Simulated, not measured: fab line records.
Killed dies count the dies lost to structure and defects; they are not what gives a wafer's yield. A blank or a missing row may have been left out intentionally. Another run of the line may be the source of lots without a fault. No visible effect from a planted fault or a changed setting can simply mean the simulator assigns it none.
A struck lot beside a sound one :: flow sky130 :: 43 out of 708 route steps
Sound: wafers L304.1, L304.4, L304.6. Struck: wafers L321.2, L321.3. (L321.4 of the same lot was not struck and is left out.) The cause comes at the end.
For every step that has rows: the tool of each side, followed by ch and its chambers, followed by its first start. Under that, the readings that differ: sound wafers :: struck wafers :: difference of the means :: sigmas: that difference in standard deviations of wafers without a fault.
alike: a reading whose means differ by less than 2 such deviations, as well as words and numbers matching on both sides. not compared: withheld readings; readings where some wafer has no value; bounds like >300 that might hide an equal value; numbers whose values overlap and for which the record gives no deviation.
Wherever a step has rows on one side only, a row that says differs or no value, or a row with sigmas, the two part there. When numbers do not overlap yet have no deviation, they are printed without sigmas and do not part them. A reading missing from all wafers of one side parts the sides only when that side holds two or more wafers.

first, 3 steps without rows for these wafers: SKY_VIA1_EXPOSE_09 (exposes mask VIM, target cd 150 nm); SKY_VIA1_PEB_10; SKY_VIA1_DEVELOP_11 (develop time 60 s).
SKY_VIA1_CD_MEAS_12: target cd 150 nm.
  sound on cd-sem-01 at day 35 05:32; struck on cd-sem-01 at day 40 11:21
  alike: cd-nm
SKY_VIA1_OVL_MEAS_13:
  sound on overlay-01 at day 35 05:39; struck on overlay-02 at day 40 11:27
  alike: VIA1_OVL
then, 2 steps without rows for these wafers: SKY_VIA1_ETCH_14 (etches BARC in N2/H2, stops on SiO2, time 45.9 s, target depth 60 nm); SKY_VIA1_ETCH_15 (etches SiO2 in C4F8/O2/Ar, stops on TiN, target depth 351 nm, time 54 s).
SKY_VIA1_STRIP_16: strips in O2/N2.
  sound on plasma-asher-02 ch 1, day 35 05:47; struck on plasma-asher-04 ch 1, day 40 11:34
  alike: drypump-motor-current-A, oes-product-au, strip-time-to-endpoint-s
  not compared: rf-hours-counter-h
then, 3 steps without rows for these wafers: SKY_VIA1_STRIP_17 (strips in post etch residue remover, time 1200 s); SKY_VIA1_CLEAN_18 (cleans in IPA, time 180 s); SKY_VIA1_CLEAN_19 (cleans in O3/DIW).
SKY_VIA1_SPUTTER_20: material TiN, target thk 20 nm, time 80 s.
  sound on pvd-sputter-01 at day 35 06:23; struck on pvd-sputter-01 at day 40 12:10
  alike: cathode-dc-power-W, throttle-valve-pct
SKY_VIA1_CVD_21: deposits W, target thk 270 nm, time 80.902 s.
  sound on cvd-w-02 ch 0,1, day 35 06:26; struck on cvd-w-02 ch 1, day 40 12:13
  alike: heater-power-w
SKY_VIA1_RS_MEAS_22: measures by four-point-probe.
  sound on film-metro-02 at day 35 06:32; struck on film-metro-03 at day 40 12:20
  alike: VIA1_W_RS
SKY_VIA1_THK_MEAS_23: measures by xrf.
  sound on film-metro-02 at day 35 06:39; struck on film-metro-03 at day 40 12:27
  alike: VIA1_W_THK
SKY_VIA1_CMP_24: polishes, stops on SiO2, t overpolish 15 s, target thk 0 nm.
  sound on cmp-01 ch 1,3, day 35 06:46; struck on cmp-02 ch 0,3, day 40 12:30
  alike: motor-current-A, overpolish-run-s, time-to-endpoint-s
SKY_METAL2_SPUTTER_00: material Ti, target thk 15 nm, time 10 s.
  sound on pvd-sputter-02 at day 35 07:01; struck on pvd-sputter-02 at day 40 12:48
  alike: cathode-dc-power-W, throttle-valve-pct
then, 3 steps without rows for these wafers: SKY_METAL2_SPUTTER_01 (material TiN, target thk 20 nm, time 16.7 s); SKY_METAL2_SPUTTER_02 (material AlCu, target thk 250 nm, time 13.3 s); SKY_METAL2_SPUTTER_03 (material Ti, target thk 5 nm, time 3.3 s).
SKY_METAL2_SPUTTER_04: material TiN, target thk 70 nm, time 58.3 s.
  sound on pvd-sputter-02 at day 35 07:06; struck on pvd-sputter-02 at day 40 12:53
  alike: cathode-dc-power-W, throttle-valve-pct
SKY_METAL2_RS_MEAS_05: measures by four-point-probe.
  sound on film-metro-04 at day 35 07:09; struck on film-metro-04 at day 40 12:58
  alike: METAL2_ALCU_RS
SKY_METAL2_THK_MEAS_06: measures by xrf.
  sound on film-metro-04 at day 35 07:16; struck on film-metro-04 at day 40 13:04
  alike: METAL2_ALCU_THK
then, 8 steps without rows for these wafers: SKY_METAL2_DEHYDRATE_07 (time 60 s); SKY_METAL2_HMDS_08 (prime time 60 s); SKY_METAL2_COAT_09 (resist thk 60 nm); SKY_METAL2_COAT_10 (resist thk 450 nm); SKY_METAL2_SOFTBAKE_11 (time 90 s); SKY_METAL2_EXPOSE_12 (exposes mask MM2, target cd 140 nm); SKY_METAL2_PEB_13; SKY_METAL2_DEVELOP_14 (develop time 60 s).
SKY_METAL2_CD_MEAS_15: target cd 140 nm.
  sound on cd-sem-01 at day 36 09:37; struck on cd-sem-01 at day 41 12:21
  alike: cd-nm
SKY_METAL2_OVL_MEAS_16:
  sound on overlay-02 at day 36 09:44; struck on overlay-01 at day 41 12:27
  alike: METAL2_OVL
then, 8 steps without rows for these wafers: SKY_METAL2_DESCUM_17 (chemistry O2, time 8 s); SKY_METAL2_ETCH_18 (etches BARC in N2/H2, stops on SiO2, time 45.9 s, target depth 60 nm); SKY_METAL2_METAL_ETCH_19 (etches the open film in Cl2/BCl3, stops on SiO2, target depth 360 nm, time 78 s); SKY_METAL2_STRIP_20 (strips in O2/N2); SKY_METAL2_STRIP_21 (strips in post etch residue remover, time 1200 s); SKY_METAL2_CLEAN_22 (cleans in IPA, time 180 s); SKY_METAL2_CLEAN_23 (cleans in O3/DIW); SKY_VIA2_HDPCVD_00 (deposits SiO2, target thk 1180 nm, time 196.7 s).
SKY_VIA2_THK_MEAS_01:
  sound on film-metro-03 at day 36 10:52; struck on film-metro-03 at day 41 13:26
  alike: VIA2_HDPCVD_THK
-- the record jumps here: 9 days lie between the struck wafers' starts before and after (it left off in module VIA2 and takes up again in module PAD_OPEN, whose first step shown is number 708 of the route) --
SKY_PAD_OPEN_PROBE_99:
  sound on prober-01 at day 46 21:15; struck on prober-01 at day 50 13:28
reading: hold
sound: - - -
struck: await-dispo/10.3h/release await-dispo/10.3h/release
difference: no value on the sound wafers
sigmas: 

reading: killed_at_M0_to_M3
sound: 48 56 49
struck: 73 66
difference: +18
sigmas: +3

reading: sort_bin_3_pad_short (%)
sound: 0.6 0.6 1.2
struck: 2.6 2.4
difference: +1.7
sigmas: +5

reading: model.etest.tester.sort_bin_3_pct (%)
sound: 0.6098 0.6098 1.22
struck: 2.642 2.439
difference: +1.727
sigmas: 
  alike: defect-limited-yield, killed_at_M4_up, killed-at-contacts, killed-at-front-end, killed-at-other, killed-dies, killed-open, killed-short, sort_bin_5_function, sort_bin_6_memory, sort-n-pass, sort-yield-pct
  not compared: model.etest.tester.sort-n-pass, model.etest.tester.sort-yield-pct, model.etest.tester.sort_bin_5_pct

== WHERE THEY PART ==
At SKY_PAD_OPEN_PROBE_99 and nowhere else, as far as this record goes.

WHY: what the simulator had put in
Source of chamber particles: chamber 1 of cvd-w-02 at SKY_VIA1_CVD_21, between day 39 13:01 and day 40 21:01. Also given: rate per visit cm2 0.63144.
